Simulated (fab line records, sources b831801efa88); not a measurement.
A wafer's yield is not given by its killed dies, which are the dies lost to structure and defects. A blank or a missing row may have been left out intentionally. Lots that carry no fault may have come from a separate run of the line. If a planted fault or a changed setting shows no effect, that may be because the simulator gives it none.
A single fault, viewed from 2 desks -- flow sky130 -- every desk sees just its own numbers, and what lay behind them comes last

## THE METROLOGY DESK
What the gauges read, lot by lot, whatever tool the lot ran on: means of the sampled wafers that have a number. If a lot's mean is further than 4 standard deviations from the usual mean, the lot is out of limits and carries the mark OUT (the distance appears in the brackets).
Columns: A = SD_P_RS at SKY_SD_N_RS_MEAS_17, usual 147.3 ohm/sq; B = LI_CONTACT_BOW at SKY_LI_CONTACT_BOW_MEAS_03, usual 57 um; C = LI_CONTACT_W_THK at SKY_LI_CONTACT_THK_MEAS_23, usual 415 nm; D = CONTACT_HDPCVD_THK at SKY_CONTACT_THK_MEAS_03, usual 570 nm
lot,first seen here,A,B,C,D
L823,day 28 08:55,147.0,56,412,566
L825,day 29 06:33,147.3,63,426,582
L827,day 30 01:13,147.2,61,410,564
L831,day 31 00:31,148.0,62,419,550
L833,day 31 18:26,147.5,48,402,545
L835,day 32 12:17,147.8,53,418,570
L836,day 32 23:02,147.0,51,409,567
L841,day 34 16:16,147.1,52,412,569
L842,day 35 02:23,146.8,54,416,563
L845,day 35 13:56,147.2,55,410,572
L843,day 35 14:08,146.7,69,412,567
L844,day 35 17:39,147.9,49,419,566
This desk found nothing out of limits on any of the 12 lots.

## THE TOOL OWNER'S DESK: hdpcvd-02
The tool's own readings at SKY_CONTACT_HDPCVD_02 (deposits SiO2, target thk 565 nm, time 94.2 s): means of the sampled wafers that have a number, for each lot that ran on this tool. If a lot's mean is further than 4 standard deviations from the usual mean, the lot is out of limits and carries the mark OUT (the distance appears in the brackets).
Columns: A = run_length_s at SKY_CONTACT_HDPCVD_02, usual 122.2 s
lot,first seen here,A
L823,day 30 20:47,122.5
L827,day 32 12:50,122.0
L831,day 33 09:50,118.8 (-6.1) OUT
L833,day 34 04:45,119.2 (-5.3) OUT
L845,day 37 21:25,122.3
L844,day 38 01:21,122.1
This desk's verdict: out of limits on L831, L833, starting with L831 at day 33 09:50 (run_length_s at SKY_CONTACT_HDPCVD_02). L823, L827, L845, L844: within limits.

## TAKEN TOGETHER
The tool owner's desk had the chance to raise an alarm at day 33 09:50 on L831, L833.
The metrology desk saw nothing out of limits.
The metrology desk has L831, L833 on record, within its limits.
SKY_CONTACT_HDPCVD_02 was run on hdpcvd-02 by each of the lots named.

## WHAT HAD BEEN PUT IN BY THE SIMULATOR
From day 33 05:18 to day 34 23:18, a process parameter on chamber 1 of hdpcvd-02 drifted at SKY_CONTACT_HDPCVD_02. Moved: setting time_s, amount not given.
Shown lots that were struck: L831, L833.
Delay in hours, fault start to first out-of-limits reading, by desk: the tool owner's desk at 5.
